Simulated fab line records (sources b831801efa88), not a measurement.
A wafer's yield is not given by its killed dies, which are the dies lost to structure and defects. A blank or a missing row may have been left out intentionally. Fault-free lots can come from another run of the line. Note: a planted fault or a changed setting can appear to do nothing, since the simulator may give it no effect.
2 desks, one fault + flow gf180mcu + numbers are kept per desk, each desk with only its own; the story behind them comes last

THE TOOL OWNER'S DESK: implanter-02
For each lot that ran on this tool, the mean over its sampled wafers that have a number, from the tool's own readings at GF_HV_LDD_IMPLANT_48. The brackets show how far a lot's mean lies from the usual mean; more than 4 standard deviations puts the lot out of limits, marked OUT.
Columns: A = beam energy keV at GF_HV_LDD_IMPLANT_48, usual 25.000; B = dose ions cm2 at GF_HV_LDD_IMPLANT_48, usual 3e+13; C = faraday current uA at GF_HV_LDD_IMPLANT_48, usual 169
| lot  | first seen here | A                        | B     | C   |
|------|-----------------|--------------------------|-------|-----|
| L350 | day 12 11:30    | 24.997                   | 3e+13 | 169 |
| L355 | day 14 16:11    | 25.002                   | 3e+13 | 165 |
| L358 | day 15 15:13    | 24.996                   | 3e+13 | 168 |
| L363 | day 17 02:43    | 18.079 (-99 or more) OUT | 3e+13 | 171 |
| L365 | day 17 21:51    | 18.074 (-99 or more) OUT | 3e+13 | 170 |
| L373 | day 20 11:21    | 24.999                   | 3e+13 | 167 |
This desk's verdict: out of limits on L363, L365, starting with L363 at day 17 02:43 (beam energy keV at GF_HV_LDD_IMPLANT_48). In limits: L350, L355, L358, L373.

METROLOGY DESK
What the gauges read, lot by lot, whatever tool the lot ran on: means of the sampled wafers that have a number. The brackets show how far a lot's mean lies from the usual mean; more than 4 standard deviations puts the lot out of limits, marked OUT.
Columns: A = HV_LDD_4_TW at GF_HV_LDD_TW_MEAS_50, usual 566.5
| lot  | first seen here | A               |
|------|-----------------|-----------------|
| L350 | day 12 11:44    | 563.3           |
| L351 | day 12 21:50    | 562.7           |
| L354 | day 14 02:50    | 565.4           |
| L355 | day 14 16:26    | 568.4           |
| L358 | day 15 15:28    | 569.4           |
| L360 | day 16 05:38    | 570.7           |
| L361 | day 16 08:24    | 564.7           |
| L363 | day 17 02:56    | 529.7 (-13) OUT |
| L365 | day 17 22:05    | 529.0 (-13) OUT |
| L368 | day 18 15:34    | 562.6           |
| L370 | day 19 05:56    | 566.2           |
| L371 | day 19 11:56    | 565.9           |
| L373 | day 20 11:35    | 566.0           |
This desk's finding: out of limits on L363, L365; first on L363, day 17 02:56 (HV_LDD_4_TW at GF_HV_LDD_TW_MEAS_50). In limits: L350, L351, L354, L355, L358, L360, L361, L368, L370, L371, L373.

PUT TOGETHER
The tool owner's desk could have raised an alarm at day 17 02:43, on L363, L365.
On L363, L365, the metrology desk was in a position to raise an alarm at day 17 02:56.
Every lot named ran GF_HV_LDD_IMPLANT_48 on implanter-02.

WHAT THE SIMULATOR HAD INSERTED
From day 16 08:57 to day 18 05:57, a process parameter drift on implanter-02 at GF_HV_LDD_IMPLANT_48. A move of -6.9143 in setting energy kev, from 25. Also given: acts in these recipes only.
Lots struck among those shown: L363, L365.
Fault start to first reading out of limits, in hours, per desk: tool owner, 18; metrology, 18.
